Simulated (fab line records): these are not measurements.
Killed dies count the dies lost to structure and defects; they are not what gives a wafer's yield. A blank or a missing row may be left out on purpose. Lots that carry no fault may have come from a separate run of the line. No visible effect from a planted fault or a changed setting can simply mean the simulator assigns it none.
Code-filled problem report in 8D (eight disciplines) form | flow gf180mcu | the parts of the form that need people (team, actions taken, sign-off) are left out

1. WHAT WENT WRONG
On 3 wafers of 1 lot, spike tc lower C at GF_POLY_GATE_CVD_00 has a mean of 682.0 C; fault-free wafers read 619.7 C, standard deviation 1.2. Measured from the usual mean, that is +52 standard deviations.
The step: deposits poly-Si, target thk 200 nm, time 1200 s.
Seen first at day 11 23:49 on lpcvd-01, wafer L364.2. Wafers with a number at this step in the record: 39, from 13 lots. By rule, "out" or "out of limits" means more than 4 standard deviations away from the usual mean. All remaining wafers that have a number are taken as sound.

2. WHAT IT IS, WHAT IT ISN'T
question                    | is                                                                                   | is not
which readings at this step | spike tc lower C, zone power bottom pct, zone power centre pct, zone power lower pct | -
which lots                  | L364                                                                                 | L353, L354, L355, L360, L367, L368, L370, L371, L372, L373, L374, L375
which wafers of those lots  | all that have a number                                                               | -
read on which tools         | lpcvd-01                                                                             | lpcvd-02
when                        | from day 11 23:49                                                                    | up to then (12 sound wafers); but 24 sound wafers of L367, L368, L370, L371, L372, L373, L374, L375 came after

3. WHAT RULES OUT EACH SUSPECT
Counting: a tool at a process step up to the reading stays a suspect if it ran every lot that is out and no sound lot after the first of them.
- lpcvd-01 at GF_POLY_GATE_CVD_00 (deposits poly-Si, target thk 200 nm, time 1200 s): ruled out as a lasting fault. Sound lots L373, L374, L375 ran on it after its first lot that is out, L364 (day 11 23:49).
Left after counting: nothing in the record.

4. THE CAUSE (what the simulator had put in)
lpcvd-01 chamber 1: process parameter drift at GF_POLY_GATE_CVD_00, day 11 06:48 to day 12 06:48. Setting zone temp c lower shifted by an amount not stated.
Counting ruled it out, wrongly.

5. SEQUENCE OF EFFECTS, ordered by route
One row per reading whose mean, taken over the struck wafers that have a number, lies over 3 standard deviations from the usual. Scope: only readings with a usual standard deviation given in the record; hours: median across lots of the time from each lot's start at the first step in this table that gives one to its start at this step; sigmas: change in usual standard deviations.
hours | step                | reading               | usual   | on struck wafers | change | sigmas
0     | GF_POLY_GATE_CVD_00 | spike tc bottom C     | 642.1 C | 631.4            | -10.7  | -3.7
0     | GF_POLY_GATE_CVD_00 | spike tc centre C     | 620.5 C | 613.3            | -7.2   | -4.3
0     | GF_POLY_GATE_CVD_00 | spike tc lower C      | 619.7 C | 682.0            | +62.3  | +52
0     | GF_POLY_GATE_CVD_00 | zone power bottom pct | 13.6 %  | 8.7              | -4.9   | -8.7
0     | GF_POLY_GATE_CVD_00 | zone power centre pct | 10.2 %  | 4.1              | -6.1   | -8.4
0     | GF_POLY_GATE_CVD_00 | zone power lower pct  | 8.0 %   | 19.3             | +11.3  | +12
Process steps it contains:
- GF_POLY_GATE_CVD_00: deposits poly-Si, target thk 200 nm, time 1200 s.
At these later measuring or inspecting steps, every struck wafer for which the step has a row has a number for every such reading, and none has moved that far: GF_M2_OVL_MEAS_15.

6. HOW IT WOULD HAVE BEEN CAUGHT EARLIER
First out-of-limits reading in this record: day 11 23:49, which is 17 hours after fault onset at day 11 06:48.
